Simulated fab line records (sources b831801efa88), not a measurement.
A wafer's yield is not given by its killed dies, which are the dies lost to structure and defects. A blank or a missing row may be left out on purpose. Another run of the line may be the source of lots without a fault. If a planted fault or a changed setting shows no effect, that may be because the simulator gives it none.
Which tool is to blame? | flow sky130 | 11 lots with 33 wafers sampled at 5 steps, on a route of 708 steps

## WHAT THE GAUGES SHOWED, per wafer
SKY_VIA4_BOW_MEAS_03.
lot  | measured     | on           | VIA4_BOW (um)
L882 | day 41 20:00 | filmMetro-01 | 82 80 84
L883 | day 42 05:31 | filmMetro-02 | 86 73 74
L884 | day 42 08:55 | filmMetro-02 | 75 78 84
L886 | day 43 02:05 | filmMetro-02 | 73 75 75
L888 | day 43 15:52 | filmMetro-02 | 88 80 83
L889 | day 44 00:52 | filmMetro-02 | 84 86 80
L890 | day 44 20:10 | filmMetro-02 | 70 68 62
L891 | day 44 22:17 | filmMetro-03 | 68 64 88
L896 | day 46 13:26 | filmMetro-03 | 90 81 71
L900 | day 47 02:01 | filmMetro-03 | 82 81 92
L901 | day 47 06:46 | filmMetro-03 | 88 76 78

SKY_METAL5_THK_MEAS_06: measures by xrf.
lot  | measured     | on           | METAL5_ALCU_THK (nm)
L882 | day 42 20:43 | filmMetro-04 | 1215 1203 1210
L883 | day 43 06:48 | filmMetro-03 | 1175 1179 1184
L884 | day 43 09:23 | filmMetro-03 | 1187 1197 1191
L886 | day 44 02:08 | filmMetro-02 | 1186 1215 1204
L888 | day 44 15:53 | filmMetro-02 | 1186 1192 1180
L889 | day 45 00:11 | filmMetro-03 | 1210 1209 1201
L890 | day 45 18:40 | filmMetro-02 | 1201 1194 1192
L891 | day 45 20:22 | filmMetro-03 | 1191 1177 1185
L896 | day 47 14:05 | filmMetro-02 | 1179 1161 1170
L900 | day 47 21:10 | filmMetro-04 | 1276 1252 1265
L901 | day 48 00:08 | filmMetro-03 | 1265 1273 1255

## EACH LOT AND THE TOOL THAT RAN IT (in order: tool; ch and the chambers of the sampled wafers; start)
lot  | SKY_VIA4_CVD_18              | SKY_METAL5_SPUTTER_03       | SKY_METAL5_SPUTTER_04
L882 | cvdW-01 ch 0,1, day 42 19:50 | pvdSputter-01, day 42 20:31 | pvdSputter-01, day 42 20:32
L883 | cvdW-02 ch 0,1, day 43 05:50 | pvdSputter-03, day 43 06:37 | pvdSputter-03, day 43 06:38
L884 | cvdW-01 ch 0,1, day 43 08:27 | pvdSputter-01, day 43 09:11 | pvdSputter-01, day 43 09:12
L886 | cvdW-01 ch 0,1, day 44 01:13 | pvdSputter-03, day 44 01:56 | pvdSputter-03, day 44 01:58
L888 | cvdW-01 ch 0,1, day 44 15:00 | pvdSputter-04, day 44 15:41 | pvdSputter-04, day 44 15:42
L889 | cvdW-01 ch 0,1, day 44 23:16 | pvdSputter-03, day 44 23:59 | pvdSputter-03, day 45 00:01
L890 | cvdW-02 ch 0,1, day 45 17:44 | pvdSputter-04, day 45 18:28 | pvdSputter-04, day 45 18:29
L891 | cvdW-02 ch 0,1, day 45 19:17 | pvdSputter-04, day 45 20:10 | pvdSputter-04, day 45 20:11
L896 | cvdW-01 ch 0,1, day 47 08:38 | pvdSputter-04, day 47 13:53 | pvdSputter-04, day 47 13:54
L900 | cvdW-02 ch 0,1, day 47 17:28 | pvdSputter-03, day 47 20:57 | pvdSputter-03, day 47 20:58
L901 | cvdW-01 ch 0,1, day 47 22:12 | pvdSputter-03, day 47 23:57 | pvdSputter-03, day 47 23:58
- SKY_VIA4_CVD_18: deposits W, target thk 505 nm, time 152.14 s.
- SKY_METAL5_SPUTTER_03: material Ti, target thk 5 nm, time 3.3 s.
- SKY_METAL5_SPUTTER_04: material TiN, target thk 70 nm, time 58.3 s.

## WHAT THE TOOLS THEMSELVES READ (means of the sampled wafers that have a number; where no wafer has one, the mark that the record gives instead)
SKY_VIA4_CVD_18.
lot  | tool    | heaterPowerOuterW (W) | heaterPowerW (W)
L882 | cvdW-01 | 531                   | 908
L883 | cvdW-02 | 584                   | 885
L884 | cvdW-01 | 476                   | 812
L886 | cvdW-01 | 537                   | 920
L888 | cvdW-01 | 479                   | 822
L889 | cvdW-01 | 539                   | 918
L890 | cvdW-02 | 596                   | 892
L891 | cvdW-02 | 610                   | 904
L896 | cvdW-01 | 483                   | 824
L900 | cvdW-02 | 584                   | 888
L901 | cvdW-01 | 534                   | 917

SKY_METAL5_SPUTTER_03.
lot  | tool          | throttleValvePct (%)
L882 | pvdSputter-01 | 30.4
L883 | pvdSputter-03 | 30.0
L884 | pvdSputter-01 | 30.1
L886 | pvdSputter-03 | 29.6
L888 | pvdSputter-04 | 30.6
L889 | pvdSputter-03 | 28.8
L890 | pvdSputter-04 | 29.7
L891 | pvdSputter-04 | 30.7
L896 | pvdSputter-04 | 29.3
L900 | pvdSputter-03 | 29.3
L901 | pvdSputter-03 | 30.0

SKY_METAL5_SPUTTER_04.
lot  | tool          | throttleValvePct (%)
L882 | pvdSputter-01 | 30.5
L883 | pvdSputter-03 | 29.9
L884 | pvdSputter-01 | 30.0
L886 | pvdSputter-03 | 29.8
L888 | pvdSputter-04 | 30.4
L889 | pvdSputter-03 | 29.1
L890 | pvdSputter-04 | 29.9
L891 | pvdSputter-04 | 30.7
L896 | pvdSputter-04 | 29.2
L900 | pvdSputter-03 | 29.3
L901 | pvdSputter-03 | 29.7

## THE ANSWER, worked out from the rows above alone
Rule: what is usual is taken from the lots themselves. The widest of any qualifying gaps counts: lots, ordered by their means at a reading, are off when they make up no more than a third of the lots, leave a main group of 4 or more, and stand apart from it by 3 or more times the standard deviation of that group's means. A main group is skipped when, at the precision printed for the reading in the tables above, its means are all equal. Also off: a lot with no number at a reading for which 4 or more lots have one. The other lots that the step has rows for count as sound. The gauges are gone through in route order, then the tools' own readings, and for those a lot's mean is taken as printed above. The first step at which some lot is off is used, and at that step the reading that is off furthest; a lot without a number counts as furthest.
Off: L900, L901, seen at SKY_METAL5_THK_MEAS_06 (METAL5_ALCU_THK). Main group: mean 1192 nm, sd 12.
A tool fits if, at a process step before that reading, it ran every lot that is off, and no sound lot after the first of them. Gauges at SKY_METAL5_THK_MEAS_06: tried the same way as those tools. One fits: pvdSputter-03 at SKY_METAL5_SPUTTER_03 and SKY_METAL5_SPUTTER_04. At SKY_METAL5_SPUTTER_03 its last sound lot is L889 (day 44 23:59), its first lot that is off L900 (day 47 20:57): a fault that began between those two fits.

## WHAT WAS PUT IN BY THE SIMULATOR
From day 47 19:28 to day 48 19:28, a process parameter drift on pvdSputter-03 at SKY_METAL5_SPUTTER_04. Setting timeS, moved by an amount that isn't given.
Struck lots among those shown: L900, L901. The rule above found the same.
